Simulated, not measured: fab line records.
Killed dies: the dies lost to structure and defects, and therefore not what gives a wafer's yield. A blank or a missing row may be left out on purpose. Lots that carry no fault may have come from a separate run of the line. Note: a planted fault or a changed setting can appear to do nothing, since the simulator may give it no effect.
Which tool did it? | flow sky130 | 13 lots, 39 wafers sampled, at 3 steps of a route of 708

== WHAT THE GAUGES READ, wafer by wafer ==
SKY_SONOS_ONO_OVL_MEAS_14. Usual: SONOS_ONO_OVL -1.2 nm, standard deviation 1.2.
lot  | measured     | on         | SONOS_ONO_OVL (nm) | flag
L860 | day 12 21:33 | overlay-01 | -0.8 -0.9 -1.7     |
L861 | day 13 05:59 | overlay-02 | -0.5 0.0 -0.5      |
L863 | day 14 02:51 | overlay-01 | -1.3 -0.5 -0.5     |
L865 | day 14 14:21 | overlay-02 | -1.9 -2.2 -0.4     |
L866 | day 14 23:50 | overlay-02 | 0.3 0.0 -0.1       |
L867 | day 15 02:35 | overlay-01 | -2.2 -4.1 -4.1     |
L869 | day 16 03:15 | overlay-02 | -1.5 -1.4 -1.8     |
L870 | day 16 12:46 | overlay-01 | 0.5 1.9 0.6        |
L871 | day 16 17:21 | overlay-02 | -1.2 -0.1 -0.5     |
L872 | day 17 19:16 | overlay-02 | -1.2 -1.3 -2.3     |
L873 | day 17 19:38 | overlay-02 | -0.8 -0.3 -1.1     |
L876 | day 18 09:52 | overlay-01 | -3.2 -1.8 -3.4     |
L878 | day 18 23:39 | overlay-01 | -0.5 -4.3 -2.6     |

SKY_POLY_GATE_CD_MEAS_13: the cd target is 150 nm. Usual: cd-nm at 149.9 nm, with a standard deviation of 1.
lot  | measured     | on        | cd-nm (nm)        | flag
L860 | day 16 15:20 | cd-sem-02 | 149.9 149.7 149.4 |
L861 | day 17 02:05 | cd-sem-01 | 149.6 149.3 149.9 |
L863 | day 18 00:40 | cd-sem-02 | 150.4 148.6 150.9 |
L865 | day 18 13:28 | cd-sem-01 | 147.5 148.3 148.5 |
L866 | day 18 23:56 | cd-sem-02 | 151.1 151.5 151.5 |
L867 | day 19 04:34 | cd-sem-02 | 150.5 150.8 151.5 |
L869 | day 20 04:01 | cd-sem-02 | 147.9 148.9 147.3 |
L870 | day 20 13:10 | cd-sem-01 | 149.1 149.3 150.7 |
L871 | day 20 20:29 | cd-sem-02 | 150.4 150.4 150.3 |
L872 | day 21 21:01 | cd-sem-01 | 150.7 150.3 149.6 |
L873 | day 22 00:11 | cd-sem-02 | 151.1 149.6 151.4 |
L876 | day 22 15:02 | cd-sem-01 | 149.5 151.0 151.5 |
L878 | day 23 02:07 | cd-sem-02 | 149.8 151.2 151.8 |

SKY_POLY_GATE_OVL_MEAS_14. Usual: POLY_GATE_OVL -3 nm, standard deviation 4.7.
lot  | measured     | on         | POLY_GATE_OVL (nm) | flag
L860 | day 16 15:27 | overlay-01 | -7 -5 -4           |
L861 | day 17 02:12 | overlay-01 | -6 -10 -4          |
L863 | day 18 00:47 | overlay-02 | -1 6 4             |
L865 | day 18 13:34 | overlay-01 | -1 -1 -3           |
L866 | day 19 00:03 | overlay-02 | -2 -4 -3           |
L867 | day 19 04:41 | overlay-01 | -5 -1 4            |
L869 | day 20 04:08 | overlay-01 | -6 -4 -1           |
L870 | day 20 13:15 | overlay-02 | -12 -7 -9          |
L871 | day 20 20:36 | overlay-02 | -5 -4 -8           |
L872 | day 21 21:07 | overlay-01 | -2 -3 -1           |
L873 | day 22 00:18 | overlay-02 | -5 -2 5            |
L876 | day 22 15:07 | overlay-02 | -9 -12 -5          |
L878 | day 23 02:13 | overlay-02 | 0 -11 -8           |

== EACH LOT AND THE TOOL THAT RAN IT (in order: tool; ch and the chambers of the sampled wafers; start) ==
Before these readings, the record contains no process step.

== AS READ BY THE TOOLS THEMSELVES (means over the sampled wafers that have a number; for cases with no such wafer, the mark the record gives instead) ==
The record holds no such reading with a usual standard deviation.

== THE ANSWER, worked out from the rows above alone ==
Rule: take the mean of a lot's wafers that have a number; if it is more than 3 standard deviations from the usual mean, the lot is off. Also off: a lot with no number at a reading for which 4 or more lots have one. All remaining lots with rows at the step are treated as sound. After the gauges, taken in route order, come the tools' own readings; for these a lot's mean is taken, as printed above. At the first step where some lot is off, the reading lying furthest off is the one used; lots without a number count as furthest.
None of the lots is off at any reading shown; this tells nothing.

== WHAT THE SIMULATOR HAD INSERTED ==
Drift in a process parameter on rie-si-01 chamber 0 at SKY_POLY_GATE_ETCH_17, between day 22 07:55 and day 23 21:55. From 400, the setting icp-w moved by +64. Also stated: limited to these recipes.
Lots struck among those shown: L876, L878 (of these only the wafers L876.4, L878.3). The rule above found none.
